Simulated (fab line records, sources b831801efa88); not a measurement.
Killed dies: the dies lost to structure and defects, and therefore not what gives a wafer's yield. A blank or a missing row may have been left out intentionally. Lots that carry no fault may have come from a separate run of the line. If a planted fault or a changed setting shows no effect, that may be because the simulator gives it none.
Matching of chambers / flow gf180mcu / rieDiel-01 running GF_V4_ETCH_16: 4 sister chambers
The step etches BARC in N2/H2. 27 wafers are shown with their chamber, then 12 later ones without.

WAFERS WITH THEIR CHAMBER
wafer=L077.1; chamber=1; drypumpMotorCurrentA (A)=6.1; oesProductAu (a.u.)=0.850; throttleValvePct (%)=13.233
wafer=L077.3; chamber=3; drypumpMotorCurrentA (A)=5.0; oesProductAu (a.u.)=0.860; throttleValvePct (%)=13.224
wafer=L077.5; chamber=3; drypumpMotorCurrentA (A)=5.0; oesProductAu (a.u.)=0.857; throttleValvePct (%)=13.222
wafer=L078.1; chamber=3; drypumpMotorCurrentA (A)=5.0; oesProductAu (a.u.)=0.852; throttleValvePct (%)=13.232
wafer=L078.5; chamber=2; drypumpMotorCurrentA (A)=6.2; oesProductAu (a.u.)=0.856; throttleValvePct (%)=13.238
wafer=L078.6; chamber=1; drypumpMotorCurrentA (A)=6.2; oesProductAu (a.u.)=0.851; throttleValvePct (%)=13.223
wafer=L079.1; chamber=1; drypumpMotorCurrentA (A)=6.1; oesProductAu (a.u.)=0.856; throttleValvePct (%)=13.217
wafer=L079.2; chamber=3; drypumpMotorCurrentA (A)=5.0; oesProductAu (a.u.)=0.854; throttleValvePct (%)=13.224
wafer=L079.6; chamber=1; drypumpMotorCurrentA (A)=6.1; oesProductAu (a.u.)=0.858; throttleValvePct (%)=13.226
wafer=L084.2; chamber=1; drypumpMotorCurrentA (A)=6.1; oesProductAu (a.u.)=0.855; throttleValvePct (%)=13.217
wafer=L084.4; chamber=3; drypumpMotorCurrentA (A)=5.0; oesProductAu (a.u.)=0.857; throttleValvePct (%)=13.224
wafer=L084.6; chamber=1; drypumpMotorCurrentA (A)=6.1; oesProductAu (a.u.)=0.860; throttleValvePct (%)=13.224
wafer=L085.1; chamber=3; drypumpMotorCurrentA (A)=5.0; oesProductAu (a.u.)=0.851; throttleValvePct (%)=13.244
wafer=L085.3; chamber=0; drypumpMotorCurrentA (A)=6.2; oesProductAu (a.u.)=0.857; throttleValvePct (%)=13.227
wafer=L085.6; chamber=0; drypumpMotorCurrentA (A)=6.2; oesProductAu (a.u.)=0.858; throttleValvePct (%)=13.229
wafer=L086.1; chamber=0; drypumpMotorCurrentA (A)=6.2; oesProductAu (a.u.)=0.852; throttleValvePct (%)=13.232
wafer=L086.5; chamber=2; drypumpMotorCurrentA (A)=6.2; oesProductAu (a.u.)=0.861; throttleValvePct (%)=13.215
wafer=L086.6; chamber=1; drypumpMotorCurrentA (A)=6.2; oesProductAu (a.u.)=0.853; throttleValvePct (%)=13.216
wafer=L087.2; chamber=1; drypumpMotorCurrentA (A)=6.1; oesProductAu (a.u.)=0.848; throttleValvePct (%)=13.229
wafer=L087.3; chamber=0; drypumpMotorCurrentA (A)=6.2; oesProductAu (a.u.)=0.849; throttleValvePct (%)=13.214
wafer=L087.4; chamber=3; drypumpMotorCurrentA (A)=5.0; oesProductAu (a.u.)=0.843; throttleValvePct (%)=13.215
wafer=L089.2; chamber=0; drypumpMotorCurrentA (A)=6.2; oesProductAu (a.u.)=0.858; throttleValvePct (%)=13.230
wafer=L089.4; chamber=2; drypumpMotorCurrentA (A)=6.2; oesProductAu (a.u.)=0.856; throttleValvePct (%)=13.218
wafer=L089.6; chamber=0; drypumpMotorCurrentA (A)=6.3; oesProductAu (a.u.)=0.864; throttleValvePct (%)=13.209
wafer=L090.3; chamber=1; drypumpMotorCurrentA (A)=6.1; oesProductAu (a.u.)=0.858; throttleValvePct (%)=13.227
wafer=L090.5; chamber=3; drypumpMotorCurrentA (A)=4.9; oesProductAu (a.u.)=0.851; throttleValvePct (%)=13.221
wafer=L090.6; chamber=2; drypumpMotorCurrentA (A)=6.2; oesProductAu (a.u.)=0.856; throttleValvePct (%)=13.218

SIGNATURES (means of the wafers above)
reading=drypumpMotorCurrentA; chamber 0=6.217; chamber 1=6.122; chamber 2=6.200; chamber 3=4.987; scatter within a chamber=0.0377
reading=oesProductAu; chamber 0=0.85633; chamber 1=0.85433; chamber 2=0.85725; chamber 3=0.85313; scatter within a chamber=0.00457
reading=throttleValvePct; chamber 0=13.22350; chamber 1=13.22356; chamber 2=13.22225; chamber 3=13.22575; scatter within a chamber=0.00836
Rule: a wafer's distance from a chamber is the root of the sum, over the readings, of the square of ((its reading less the chamber's mean) divided by the reading's scatter). If the next closest chamber is less than 2 further off than the closest, the wafer can't be placed; otherwise it belongs to the closest. The scatter is the square root of a quotient: the sum, over the shown wafers, of each reading's squared deviation from its chamber's mean, divided by wafers minus chambers.

WAFERS MISSING THEIR CHAMBER
wafer=L091.1; drypumpMotorCurrentA (A)=6.3; oesProductAu (a.u.)=0.863; throttleValvePct (%)=13.223
wafer=L091.3; drypumpMotorCurrentA (A)=6.2; oesProductAu (a.u.)=0.857; throttleValvePct (%)=13.234
wafer=L091.4; drypumpMotorCurrentA (A)=5.0; oesProductAu (a.u.)=0.845; throttleValvePct (%)=13.231
wafer=L092.4; drypumpMotorCurrentA (A)=5.0; oesProductAu (a.u.)=0.853; throttleValvePct (%)=13.217
wafer=L092.5; drypumpMotorCurrentA (A)=6.2; oesProductAu (a.u.)=0.855; throttleValvePct (%)=13.214
wafer=L092.6; drypumpMotorCurrentA (A)=6.1; oesProductAu (a.u.)=0.853; throttleValvePct (%)=13.240
wafer=L093.1; drypumpMotorCurrentA (A)=5.0; oesProductAu (a.u.)=0.847; throttleValvePct (%)=13.219
wafer=L093.5; drypumpMotorCurrentA (A)=6.2; oesProductAu (a.u.)=0.848; throttleValvePct (%)=13.213
wafer=L093.6; drypumpMotorCurrentA (A)=6.1; oesProductAu (a.u.)=0.861; throttleValvePct (%)=13.212
wafer=L094.1; drypumpMotorCurrentA (A)=5.0; oesProductAu (a.u.)=0.851; throttleValvePct (%)=13.226
wafer=L094.3; drypumpMotorCurrentA (A)=6.2; oesProductAu (a.u.)=0.854; throttleValvePct (%)=13.223
wafer=L094.4; drypumpMotorCurrentA (A)=6.3; oesProductAu (a.u.)=0.851; throttleValvePct (%)=13.233

THE CHAMBER EACH PASSED THROUGH
wafer=L091.1; from the rows above=can't be placed: 0 or 2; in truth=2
wafer=L091.3; from the rows above=can't be placed: 0 or 2 or 1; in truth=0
wafer=L091.4; from the rows above=3; in truth=3
wafer=L092.4; from the rows above=3; in truth=3
wafer=L092.5; from the rows above=can't be placed: 2 or 0 or 1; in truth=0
wafer=L092.6; from the rows above=can't be placed: 1 or 2 or 0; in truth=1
wafer=L093.1; from the rows above=3; in truth=3
wafer=L093.5; from the rows above=can't be placed: 0 or 2 or 1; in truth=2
wafer=L093.6; from the rows above=can't be placed: 1 or 2 or 0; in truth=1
wafer=L094.1; from the rows above=3; in truth=3
wafer=L094.3; from the rows above=can't be placed: 0 or 2 or 1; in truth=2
wafer=L094.4; from the rows above=can't be placed: 0 or 2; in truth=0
Correct placement for 4 of the 12. These rows do not allow placing 8 (true chamber among the candidates in 8). Wrongly placed: 0.
